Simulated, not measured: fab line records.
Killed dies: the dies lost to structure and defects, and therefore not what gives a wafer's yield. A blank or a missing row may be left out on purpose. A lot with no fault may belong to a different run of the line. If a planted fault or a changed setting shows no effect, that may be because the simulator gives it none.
A struck lot beside a sound one -- flow sky130 -- 25 steps out of a route of 708
Sound: wafers L249.2, L249.3, L249.5. The struck wafers were L239.3, L239.5, L239.6. The cause is given at the end.
Each step with rows lists, per side, the tool, then ch with its chambers, then its first start. Under that, the readings that differ: sound wafers -- struck wafers -- difference of the means -- sigmas: that difference in standard deviations of wafers without a fault.
alike: same words and numbers on both sides, and readings whose means sit less than 2 such deviations apart. not compared: any withheld reading, any reading some wafer has no value for, any bound like >300 that may hide the same value, and any number with overlapping values for which the record gives no deviation.
A row with sigmas, a row that says differs or no value, or rows on one side alone: a step with any of these is where the two part. Numbers that don't overlap but have no deviation are shown without sigmas and don't part them. A reading that every wafer of one side lacks parts them only if that side has two wafers or more.

SKY_POLY_CUT_ETCH_11: etches Si3N4 in CF4/CH2F2/Ar, stops on poly-Si, time 42.5 s, target depth 60 nm.
  sound on rieDiel-04 ch 1,2,3, day 29 14:30; struck on rieDiel-04 ch 1,3, day 25 23:55
  alike: drypumpMotorCurrentA, oesProductAu, rfFwdPowerW, throttleValvePct
  not compared: rfHoursCounterH
SKY_POLY_CUT_STRIP_12: strips in O2/N2.
  sound on plasmaAsher-04 ch 0,1, day 29 14:32; struck on plasmaAsher-04 ch 0,1, day 25 23:59
  alike: chamberPressureMTorr, drypumpMotorCurrentA, oesProductAu, stripTimeToEndpointS
  not compared: rfHoursCounterH
then, 7 steps without rows for these wafers: SKY_SD_P_DEHYDRATE_00 (time 60 s); SKY_SD_P_HMDS_01 (prime time 60 s); SKY_SD_P_COAT_02 (resist thk 1140 nm); SKY_SD_P_SOFTBAKE_03 (time 60 s); SKY_SD_P_EXPOSE_04 (exposes mask PSDM, target cd 380 nm); SKY_SD_P_PEB_05; SKY_SD_P_DEVELOP_06 (develop time 60 s).
SKY_SD_P_CD_MEAS_07: target cd 380 nm.
  struck on cdSem-01, day 27 04:53; sound on cdSem-02, day 30 18:13
  alike: cdNm
SKY_SD_P_OVL_MEAS_08:
  struck on overlay-02, day 27 04:58; sound on overlay-02, day 30 18:19
  alike: SD_P_OVL
after that, 1 step had no rows for these wafers: SKY_SD_P_IMPLANT_09.
SKY_SD_P_STRIP_10: strips in O2/N2.
  sound on plasmaAsher-01 ch 0,1, day 30 18:29; struck on plasmaAsher-01 ch 0,1, day 27 05:11
  no value came back on the struck wafers for chamberPressureMTorr (mTorr), drypumpMotorCurrentA (A), oesProductAu (a.u.), stripTimeToEndpointS (s); on the sound wafers chamberPressureMTorr (mTorr) reads 1498.4 1502.0 1499.6
reading,sound,struck,difference,sigmas
model.NOVOLAK_of_SD_P_COAT_02.thkNm (nm),0 0 0,1140 1139 1136,+1138,
  not compared: rfHoursCounterH
SKY_SD_P_TW_MEAS_11:
  struck on filmMetro-01, day 27 05:16; sound on filmMetro-03, day 30 18:36
  alike: SD_P_TW
then, 8 steps without rows for these wafers: SKY_RES_XHIGH_DEHYDRATE_00 (time 60 s); SKY_RES_XHIGH_HMDS_01 (prime time 60 s); SKY_RES_XHIGH_COAT_02 (resist thk 1140 nm); SKY_RES_XHIGH_SOFTBAKE_03 (time 60 s); SKY_RES_XHIGH_EXPOSE_04 (exposes mask URPM, target cd 1270 nm); SKY_RES_XHIGH_PEB_05; SKY_RES_XHIGH_DEVELOP_06 (develop time 60 s); SKY_RES_XHIGH_IMPLANT_07.
SKY_RES_XHIGH_STRIP_08: strips in O2/N2.
  sound on plasmaAsher-02 ch 0,1, day 31 21:05; struck on plasmaAsher-02 ch 0,1, day 28 10:07
reading,sound,struck,difference,sigmas
stripTimeToEndpointS (s),14.32 14.34 14.32,31.30 31.26 31.25,+16.94,+99 or more
  alike: chamberPressureMTorr, drypumpMotorCurrentA, oesProductAu
  not compared: rfHoursCounterH
SKY_RES_XHIGH_TW_MEAS_09:
  struck on filmMetro-01, day 28 10:11; sound on filmMetro-02, day 31 21:11
reading,sound,struck,difference,sigmas
RES_XHIGH_TW,1633 1624 1631,30 30 30,-1599,-99 or more
then, 1 step without rows for these wafers: SKY_SD_N_DEHYDRATE_00 (time 60 s).

WHERE THEY PART
Earliest at SKY_SD_P_STRIP_10; latest, in this record, at SKY_RES_XHIGH_TW_MEAS_09.

WHY: whatever the simulator had introduced
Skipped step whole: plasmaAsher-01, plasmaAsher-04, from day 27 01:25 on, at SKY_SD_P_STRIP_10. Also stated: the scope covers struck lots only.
